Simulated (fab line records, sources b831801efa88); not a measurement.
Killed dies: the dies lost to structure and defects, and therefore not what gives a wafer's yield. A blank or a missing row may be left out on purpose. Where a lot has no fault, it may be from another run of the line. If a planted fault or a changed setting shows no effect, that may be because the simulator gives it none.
Split-lot experiment | flow sfqLine | on a route of 325 steps: 5 lots, 23 wafers read

## ON THE SPLIT
At SFQ_TRILAYER_M1_DEP_SPUTTER_037 (material Nb, target thk 200 nm, time 133.3 s), the setting timeS was moved away from the recipe's 133.3 s on 8 of the 23 wafers read, by -14.6% to +5.2%. All remaining wafers had this setting at the recipe value.

No step appears in the file between the split and the reading.

## THE READING
M1_NB_RS, in ohm/sq, at SFQ_M1_RS_MEAS_909 (measures by four-point-probe). On this fab line, fault-free wafers typically give 0.896 ohm/sq with a standard deviation of 0.0092 ohm/sq.

wafer  | tool, chamber at the split | timeS as run, s | against the recipe | M1_NB_RS, ohm/sq | against lot-mates on the recipe
L074.1 | pvdSputter-06, -           | 133.3           | recipe             | 0.912            | -
L074.2 | pvdSputter-06, -           | 133.3           | recipe             | 0.898            | -
L074.5 | pvdSputter-06, -           | 133.3           | recipe             | 0.913            | -
L075.2 | pvdSputter-05, -           | 113.9           | -14.6%             | 1.060            | +0.171
L075.3 | pvdSputter-05, -           | 113.9           | -14.6%             | 1.035            | +0.146
L075.4 | pvdSputter-05, -           | 133.3           | recipe             | 0.892            | -
L075.5 | pvdSputter-05, -           | 113.9           | -14.6%             | 1.051            | +0.162
L075.6 | pvdSputter-05, -           | 133.3           | recipe             | 0.885            | -
L076.1 | pvdSputter-05, -           | 133.3           | recipe             | 0.913            | -
L076.2 | pvdSputter-05, -           | 139.9           | +5.0%              | 0.861            | -0.043
L076.3 | pvdSputter-05, -           | 133.3           | recipe             | 0.895            | -
L076.4 | pvdSputter-05, -           | 139.9           | +5.0%              | 0.857            | -0.047
L076.6 | pvdSputter-05, -           | 139.9           | +5.0%              | 0.863            | -0.041
L083.1 | pvdSputter-03, -           | 133.3           | recipe             | 0.899            | -
L083.2 | pvdSputter-03, -           | 133.3           | recipe             | 0.902            | -
L083.4 | pvdSputter-03, -           | 133.3           | recipe             | 0.892            | -
L083.5 | pvdSputter-03, -           | 133.3           | recipe             | 0.895            | -
L083.6 | pvdSputter-03, -           | 133.3           | recipe             | 0.899            | -
L084.1 | pvdSputter-06, -           | 133.3           | recipe             | 0.899            | -
L084.2 | pvdSputter-06, -           | 140.2           | +5.2%              | 0.860            | -0.032
L084.3 | pvdSputter-06, -           | 133.3           | recipe             | 0.882            | -
L084.4 | pvdSputter-06, -           | 140.2           | +5.2%              | 0.852            | -0.040
L084.5 | pvdSputter-06, -           | 133.3           | recipe             | 0.896            | -

FIT RESULTS
A straight line over all 23 wafers: M1_NB_RS changes by -0.00985 ohm/sq for each +1% of timeS; r = -0.99; the points scatter about the line by 0.0098 ohm/sq.
The same after taking each lot's own level away (the mean of its wafers on the recipe; 23 wafers): -0.0104 ohm/sq for each +1%; r = -0.99; scatter 0.0088 ohm/sq.
Per that fit: largest timeS move, reading shift of 0.15 ohm/sq.
The span of the lots' own levels, 0.8885 to 0.9077 ohm/sq, comes to 2.1 times the standard deviation stated above.
Hence the lot-to-lot level has little effect on the slope; both slopes agree.
Check: for one of the wafers moved furthest among these (-14.6%), held out of the fit, the line's prediction against its lot-mates is +0.149 ohm/sq. Against them it came out at +0.171 ohm/sq.

## FURTHER SPLITS ON THESE WAFERS
Other splits were also applied to these wafers ahead of the reading. Each is held against what the fit with the lots' levels taken away leaves over:
other split on the same wafers                 | wafers away from the commonest value | r with M1_NB_RS (lot level and that fit taken away)
SFQ_TRILAYER_L0_LITHO_COAT_010 resistThkNm     | 5                                    | +0.11
SFQ_TRILAYER_L0_LITHO_PEB_008 pebTempC         | 7                                    | +0.02
SFQ_TRILAYER_L0_VIA_LITHO_COAT_013 resistThkNm | 8                                    | -0.10
SFQ_TRILAYER_M0_DEP_SPUTTER_019 timeS          | 10                                   | +0.12
SFQ_TRILAYER_M0_LITHO_COAT_021 resistThkNm     | 8                                    | -0.18
SFQ_TRILAYER_M0_ETCH_METAL_ETCH_024 icpW       | 9                                    | -0.06
SFQ_TRILAYER_I0_CMP_CMP_028 leaveAboveRefNm    | 5                                    | +0.30
SFQ_TRILAYER_I0_VIA_ETCH_VIA_ETCH_034 sourceW  | 9                                    | +0.23

## THE WHOLE CHAIN: every reading that the file lists as answering this split, in the file's order
step                            | what it does                                 | reading                                                                                  | change (the file's fit)              | r (the file's)
SFQ_TRILAYER_M1_DEP_SPUTTER_037 | material Nb, target thk 200 nm, time 133.3 s | Nb_of_TRILAYER_M1_DEP_SPUTTER_037.thkNm (the simulator's own value, which no gauge read) | +2.03 nm for each +1% of the setting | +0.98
SFQ_M1_RS_MEAS_909              | measures by four-point-probe                 | M1_NB_RS                                                                                 | -0.0104 for each +1% of the setting  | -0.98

## THE FILE'S OWN FIT
M1_NB_RS changes by -0.0104 ohm/sq for each +1% of timeS, r = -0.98.
